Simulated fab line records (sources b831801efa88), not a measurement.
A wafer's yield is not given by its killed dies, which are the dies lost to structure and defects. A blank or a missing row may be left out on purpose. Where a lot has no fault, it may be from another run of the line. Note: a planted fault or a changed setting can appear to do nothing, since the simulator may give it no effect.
Which of the tools did it?	flow gf180mcu	33 wafers from 11 lots sampled at 2 of the route's 602 steps

## WHAT EACH GAUGE READ, for each wafer
GF_V1_THK_MEAS_03.
lot	measured	on	V1_CVD_02_THK (nm)
L532	day 17 04:27	film-metro-04	852 864 863
L535	day 18 21:04	film-metro-02	820 833 836
L537	day 19 14:29	film-metro-02	844 845 850
L539	day 20 08:02	film-metro-04	834 853 862
L540	day 20 16:52	film-metro-02	843 836 846
L542	day 21 06:37	film-metro-02	801 808 811
L543	day 21 15:25	film-metro-02	812 812 822
L551	day 24 07:05	film-metro-04	851 849 856
L552	day 24 18:49	film-metro-04	867 862 878
L553	day 25 00:34	film-metro-04	854 859 859
L554	day 25 14:16	film-metro-02	828 812 840

## WHICH TOOL RAN EACH LOT (tool, then ch and the chambers of the sampled wafers, then the start)
lot	GF_V1_CVD_02
L532	pecvd-01 ch 0,1, day 17 04:22
L535	pecvd-04 ch 0,1,2, day 18 20:59
L537	pecvd-01 ch 0,1,2, day 19 14:25
L539	pecvd-01 ch 0,2, day 20 07:56
L540	pecvd-01 ch 0,1,2, day 20 16:47
L542	pecvd-01 ch 0,1,2, day 21 06:33
L543	pecvd-01 ch 0,1,2, day 21 15:20
L551	pecvd-01 ch 0,1,2, day 24 06:59
L552	pecvd-04 ch 0,2, day 24 18:44
L553	pecvd-01 ch 0,2, day 25 00:30
L554	pecvd-04 ch 0,1,2, day 25 14:11
- GF_V1_CVD_02: deposits SiO2 from TEOS, target thk 850 nm, time 94.851 s.

## AS READ BY THE TOOLS THEMSELVES (means over the sampled wafers that have a number; for cases with no such wafer, the mark the record gives instead)
GF_V1_CVD_02.
lot	tool	heater-power-w (W)	rf-fwd-power-W (W)
L532	pecvd-01	727	596.5
L535	pecvd-04	684	597.2
L537	pecvd-01	718	596.3
L539	pecvd-01	736	595.8
L540	pecvd-01	747	597.1
L542	pecvd-01	814	501.1
L543	pecvd-01	739	501.9
L551	pecvd-01	770	597.3
L552	pecvd-04	739	596.8
L553	pecvd-01	854	594.0
L554	pecvd-04	673	595.6

## THE ANSWER, worked out from the rows above alone
Rule: the usual values come from the lots themselves. Put in order of their means at a reading, lots are off if they are a third of the lots or fewer, leave a main group of 4 or more, and stand apart from it by a gap of 3 or more times the standard deviation of the main group's means; of several such gaps the widest counts. A main group whose means are all the same, to the digits that the tables above print for the reading, isn't used. Also off: a lot with no number at a reading for which 4 or more lots have one. The other lots that the step has rows for count as sound. The gauges are gone through in route order, then the tools' own readings, and for those a lot's mean is taken as printed above. At the first step where some lot is off, the reading lying furthest off is the one used; lots without a number count as furthest.
Off at GF_V1_CVD_02 (rf-fwd-power-W): L542, L543. The main group has a mean of 596.3 W with a standard deviation of 0.99.
If a tool, at that step or one of the process steps before it, ran each lot that is off and ran no sound lot following the first of them, it fits. No candidate that was tried fits.

## WHAT THE SIMULATOR PUT IN
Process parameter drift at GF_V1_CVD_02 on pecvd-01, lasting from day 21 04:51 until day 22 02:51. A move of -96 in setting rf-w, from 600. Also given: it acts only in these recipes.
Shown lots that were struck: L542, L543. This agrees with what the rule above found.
